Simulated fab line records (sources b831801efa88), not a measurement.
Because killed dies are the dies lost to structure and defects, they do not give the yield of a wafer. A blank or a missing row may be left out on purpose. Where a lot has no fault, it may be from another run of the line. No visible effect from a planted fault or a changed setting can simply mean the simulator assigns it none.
Tool commonality check	flow gf180mcu	11 lots, 33 wafers sampled

WHY THIS WAS OPENED
3 of 11 lots carry a flag on the reading PSD_TW at GF_PSD_TW_MEAS_11. Fault-free wafers read 3198, with a standard deviation of 20.
Rule: a lot is flagged in two cases, either no wafer of it has a number, or all its wafers with numbers fall more than 4 standard deviations from that mean. As for the other lots, they are considered sound.

lot	measured	on	PSD_TW, wafer by wafer	flag
L220	day 14 02:46	filmMetro-01	3200 3186 3176	
L221	day 14 15:02	filmMetro-01	3200 3188 3201	
L222	day 14 22:59	filmMetro-02	3174 3208 3202	
L224	day 15 17:52	filmMetro-02	3201 3205 3177	
L225	day 16 01:05	filmMetro-01	3172 3177 3170	
L227	day 16 19:53	filmMetro-01	3036 3064 3049	FLAGGED
L229	day 17 16:19	filmMetro-04	3068 3066 3069	FLAGGED
L231	day 17 20:47	filmMetro-04	3057 3063 3064	FLAGGED
L238	day 20 19:46	filmMetro-04	3252 3231 3218	
L241	day 21 22:28	filmMetro-02	3203 3185 3202	
L243	day 22 04:31	filmMetro-01	3200 3176 3210	
The numbers of the flagged lots are 3060 on average: -138 against the usual, or -7 standard deviations.

LOT BY LOT: THE TOOL USED
The record holds 3 process steps before the reading, out of a route of 602 steps. Cell contents, in order: the tool; ch with the chambers the sampled wafers went through; the start.
lot	flag	GF_HV_LDD_STRIP_22	GF_PSD_IMPLANT_09	GF_PSD_STRIP_10
L220		plasmaAsher-04 ch 0,1, day 10 16:49	implanter-04 ch 0, day 14 02:31	plasmaAsher-02 ch 0,1, day 14 02:40
L221		plasmaAsher-04 ch 0,1, day 11 01:14	implanter-02 ch 0, day 14 14:47	plasmaAsher-03 ch 0,1, day 14 14:56
L222		plasmaAsher-02 ch 0,1, day 11 09:50	implanter-04 ch 0, day 14 22:44	plasmaAsher-03 ch 0, day 14 22:53
L224		plasmaAsher-04 ch 0,1, day 12 02:58	implanter-04 ch 0, day 15 17:37	plasmaAsher-01 ch 0,1, day 15 17:46
L225		plasmaAsher-04 ch 0,1, day 12 07:37	implanter-04 ch 0, day 16 00:52	plasmaAsher-02 ch 0,1, day 16 00:59
L227	FLAGGED	plasmaAsher-03 ch 0,1, day 13 01:42	implanter-04 ch 0, day 16 19:41	plasmaAsher-02 ch 0,1, day 16 19:47
L229	FLAGGED	plasmaAsher-03 ch 0,1, day 13 17:25	implanter-04 ch 0, day 17 16:04	plasmaAsher-01 ch 0, day 17 16:13
L231	FLAGGED	plasmaAsher-04 ch 0,1, day 14 01:32	implanter-04 ch 0, day 17 20:34	plasmaAsher-01 ch 0,1, day 17 20:41
L238		plasmaAsher-02 ch 0,1, day 16 16:13	implanter-03 ch 0, day 20 19:31	plasmaAsher-01 ch 0,1, day 20 19:40
L241		plasmaAsher-02 ch 0,1, day 17 16:55	implanter-02 ch 0, day 21 22:13	plasmaAsher-02 ch 0,1, day 21 22:22
L243		plasmaAsher-02 ch 0, day 18 01:07	implanter-02 ch 0, day 22 04:16	plasmaAsher-03 ch 0,1, day 22 04:25
What is done by these steps:
- GF_HV_LDD_STRIP_22: strips in O2/N2.
- GF_PSD_IMPLANT_09
- GF_PSD_STRIP_10: strips in O2/N2.
- GF_PSD_TW_MEAS_11

FLAGGED OVER TOTAL, TOOL BY TOOL (the gauges that took the reading come last)
step	tool	lots run	flagged	share of the flagged lots	sound lots run after its first flagged lot
GF_HV_LDD_STRIP_22	plasmaAsher-02	4	0	none	-
GF_HV_LDD_STRIP_22	plasmaAsher-03	2	2	some	0
GF_HV_LDD_STRIP_22	plasmaAsher-04	5	1	some	0
GF_PSD_IMPLANT_09	implanter-02	3	0	none	-
GF_PSD_IMPLANT_09	implanter-03	1	0	none	-
GF_PSD_IMPLANT_09	implanter-04	7	3	all	0
GF_PSD_STRIP_10	plasmaAsher-01	4	2	some	1 (L238)
GF_PSD_STRIP_10	plasmaAsher-02	4	1	some	1 (L241)
GF_PSD_STRIP_10	plasmaAsher-03	3	0	none	-
GF_PSD_TW_MEAS_11	filmMetro-01	5	1	some	1 (L243)
GF_PSD_TW_MEAS_11	filmMetro-02	3	0	none	-
GF_PSD_TW_MEAS_11	filmMetro-04	3	2	some	1 (L238)

WHAT THE TABLE ALLOWS
1 row of the table ran every flagged lot: implanter-04 at GF_PSD_IMPLANT_09.
- implanter-04 at GF_PSD_IMPLANT_09 ran 7 lots, 3 of them flagged. It ran its last sound lot, L225, at day 16 00:52 and its first flagged lot, L227, at day 16 19:41: a fault with its onset between the two fits. Its own readings (doseIonsCm2, faradayCurrentUA) fall more than 4 standard deviations out on all wafers of the flagged lots.
Left over: one tool, implanter-04 at GF_PSD_IMPLANT_09.

WHAT THE SIMULATOR HAD INSERTED
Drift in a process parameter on implanter-04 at GF_PSD_IMPLANT_09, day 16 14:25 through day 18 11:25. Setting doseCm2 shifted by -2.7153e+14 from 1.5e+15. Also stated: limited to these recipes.
Struck lots among those shown: L227, L229, L231. The rule above found the same.
